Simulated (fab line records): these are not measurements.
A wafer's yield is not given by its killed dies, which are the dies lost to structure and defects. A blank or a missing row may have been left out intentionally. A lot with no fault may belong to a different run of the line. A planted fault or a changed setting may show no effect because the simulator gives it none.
What tool caused it? ; flow sky130 ; Sampling: 13 lots, 39 wafers, 5 of 708 route steps

== WHAT EACH GAUGE READ, for each wafer ==
SKY_FIELD_ISO_THK_MEAS_04. Usual: FIELD_ISO_CVD_03_THK typically reads 164.5 nm, with standard deviation 1.4.
lot;measured;on;FIELD_ISO_CVD_03_THK (nm);flag
L893;day 1 20:17;film_metro-03;166.4 163.7 164.7;
L894;day 2 00:20;film_metro-04;163.3 162.9 163.8;
L898;day 2 20:43;film_metro-04;165.6 165.4 163.9;
L899;day 3 00:29;film_metro-02;163.5 162.7 164.2;
L900;day 3 05:38;film_metro-02;164.9 163.9 163.0;
L904;day 5 07:26;film_metro-03;165.2 165.6 165.4;
L905;day 5 07:26;film_metro-04;164.1 163.9 165.6;
L906;day 5 07:26;film_metro-02;165.2 165.1 164.3;
L909;day 5 07:29;film_metro-02;164.2 165.2 164.6;
L907;day 5 07:30;film_metro-03;164.9 164.6 163.9;
L910;day 5 10:16;film_metro-02;162.5 162.7 162.7;
L912;day 5 17:29;film_metro-03;165.1 165.2 163.5;
L913;day 5 23:56;film_metro-02;166.4 167.0 165.8;

SKY_NWELL_OVL_MEAS_10. Usual: NWELL_00_OVL typically reads 0.8 nm, with standard deviation 1.2.
lot;measured;on;NWELL_00_OVL (nm);flag
L893;day 4 17:55;overlay-02;1.8 0.6 1.7;
L894;day 4 22:30;overlay-02;-0.8 -0.2 -1.1;
L898;day 5 22:59;overlay-02;0.3 0.5 0.2;
L899;day 6 00:08;overlay-02;0.0 -0.8 -0.3;
L900;day 6 04:47;overlay-01;2.3 -0.1 0.9;
L904;day 8 21:32;overlay-01;1.6 1.8 0.7;
L905;day 8 22:52;overlay-01;2.2 2.7 2.4;
L906;day 9 00:16;overlay-02;2.8 3.3 1.3;
L909;day 8 23:26;overlay-01;0.3 0.3 -1.4;
L907;day 8 21:13;overlay-02;-1.2 -0.4 -0.5;
L910;day 9 04:53;overlay-02;0.8 1.5 -1.5;
L912;day 9 10:52;overlay-01;0.9 1.0 0.3;
L913;day 9 15:23;overlay-01;1.2 1.8 2.9;

SKY_SONOS_ONO_THK_MEAS_05. Usual: SONOS_ONO_CVD_04_THK typically reads 5.69 nm, with standard deviation 0.12.
lot;measured;on;SONOS_ONO_CVD_04_THK (nm);flag
L893;day 11 17:06;film_metro-04;5.82 5.95 5.87;
L894;day 11 18:22;film_metro-02;5.71 5.70 5.61;
L898;day 13 09:36;film_metro-04;8.49 8.66 8.54;OFF
L899;day 13 09:36;film_metro-02;8.39 8.38 8.47;OFF
L900;day 13 18:53;film_metro-02;8.41 8.59 8.59;OFF
L904;day 17 09:45;film_metro-02;5.48 5.50 5.41;
L905;day 17 14:47;film_metro-02;5.54 5.53 5.58;
L906;day 17 17:12;film_metro-03;5.75 5.63 5.85;
L909;day 17 17:12;film_metro-04;5.82 5.79 5.80;
L907;day 17 14:48;film_metro-04;5.80 5.80 5.76;
L910;day 17 23:01;film_metro-04;5.71 5.70 5.69;
L912;day 18 06:31;film_metro-03;5.83 5.90 5.82;
L913;day 18 12:59;film_metro-04;5.69 5.83 5.85;

== TOOL THAT RAN EACH LOT (tool first, then ch and the chambers of the sampled wafers, then the start) ==
lot;SKY_NWELL_RTA_28;SKY_SONOS_ONO_CVD_04
L893;rtp_anneal-01 ch 0, day 5 09:11;lpcvd-03 ch 0, day 11 15:12
L894;rtp_anneal-02 ch 0, day 5 14:45;lpcvd-03 ch 1, day 11 17:05
L898;rtp_anneal-02 ch 0, day 6 17:23;lpcvd-03 ch 0, day 13 07:43
L899;rtp_anneal-01 ch 0, day 6 18:02;lpcvd-03 ch 0, day 13 07:43
L900;rtp_anneal-02 ch 0, day 6 23:53;lpcvd-03 ch 1, day 13 17:38
L904;rtp_anneal-01 ch 0, day 9 18:51;lpcvd-03 ch 0, day 17 07:52
L905;rtp_anneal-01 ch 0, day 9 20:53;lpcvd-03 ch 0, day 17 13:32
L906;rtp_anneal-01 ch 0, day 9 22:36;lpcvd-03 ch 1, day 17 15:57
L909;rtp_anneal-02 ch 0, day 9 21:54;lpcvd-03 ch 0, day 17 15:57
L907;rtp_anneal-02 ch 0, day 9 19:48;lpcvd-03 ch 0, day 17 13:32
L910;rtp_anneal-02 ch 0, day 10 03:02;lpcvd-03 ch 1, day 17 21:46
L912;rtp_anneal-02 ch 0, day 10 10:13;lpcvd-03 ch 0, day 18 05:16
L913;rtp_anneal-02 ch 0, day 10 13:53;lpcvd-03 ch 0, day 18 11:44
- SKY_NWELL_RTA_28: time 30 s.
- SKY_SONOS_ONO_CVD_04: deposits SiO2 from SiH4/N2O, target thk 5.7199 nm.

== WHAT THE TOOLS THEMSELVES READ (means of the sampled wafers that have a number; where no wafer has one, the mark that the record gives instead) ==
SKY_NWELL_RTA_28. Usual: chamber_o2_ppm 2.001, standard deviation 0.022; lamp_power_pct 25.30 %, standard deviation 0.051; wafer_temp_C_max 1055.0, standard deviation 0.86.
lot;tool;chamber_o2_ppm;lamp_power_pct (%);wafer_temp_C_max;flag
L893;rtp_anneal-01;2.021;25.28;1054.8;
L894;rtp_anneal-02;1.988;25.31;1054.7;
L898;rtp_anneal-02;2.013;25.29;1054.4;
L899;rtp_anneal-01;1.988;25.32;1054.6;
L900;rtp_anneal-02;1.977;25.28;1055.0;
L904;rtp_anneal-01;1.983;25.31;1055.0;
L905;rtp_anneal-01;1.987;25.31;1054.3;
L906;rtp_anneal-01;1.991;25.28;1054.9;
L909;rtp_anneal-02;1.987;25.25;1056.0;
L907;rtp_anneal-02;2.001;25.31;1055.0;
L910;rtp_anneal-02;1.969;25.32;1055.1;
L912;rtp_anneal-02;2.007;25.30;1055.6;
L913;rtp_anneal-02;1.989;25.30;1054.8;

SKY_SONOS_ONO_CVD_04. Usual: spike_tc_centre_C 900.5 C, standard deviation 1.6; spike_tc_lower_C 900.8 C, standard deviation 2.1.
lot;tool;spike_tc_centre_C (C);spike_tc_lower_C (C);flag
L893;lpcvd-03;899.1;899.0;
L894;lpcvd-03;902.3;903.0;
L898;lpcvd-03;899.6;898.5;
L899;lpcvd-03;900.9;900.1;
L900;lpcvd-03;902.1;902.7;
L904;lpcvd-03;898.9;899.2;
L905;lpcvd-03;898.7;899.3;
L906;lpcvd-03;902.1;902.9;
L909;lpcvd-03;900.6;899.0;
L907;lpcvd-03;899.6;898.8;
L910;lpcvd-03;902.2;902.2;
L912;lpcvd-03;899.7;899.8;
L913;lpcvd-03;899.3;899.4;

== THE ANSWER, worked out from the rows above alone ==
Rule: a lot counts as off when the mean over its wafers that have a number is more than 3 standard deviations away from the usual mean. Also off: a lot with no number at a reading for which 4 or more lots have one. All remaining lots with rows at the step are treated as sound. Order of review: gauges by route order, followed by the tools' own readings, for which a lot's mean as printed above is used. At the first step where some lot is off, the reading lying furthest off is the one used; lots without a number count as furthest.
Off: L898, L899, L900, at SKY_SONOS_ONO_THK_MEAS_05 (SONOS_ONO_CVD_04_THK).
If a tool, at a process step before that reading, ran all the lots that are off and no sound lot after the first of them, it fits. Gauges at SKY_SONOS_ONO_THK_MEAS_05: tried the same way as those tools. Not one of the candidates tried fits.

== WHAT HAD BEEN PUT IN BY THE SIMULATOR ==
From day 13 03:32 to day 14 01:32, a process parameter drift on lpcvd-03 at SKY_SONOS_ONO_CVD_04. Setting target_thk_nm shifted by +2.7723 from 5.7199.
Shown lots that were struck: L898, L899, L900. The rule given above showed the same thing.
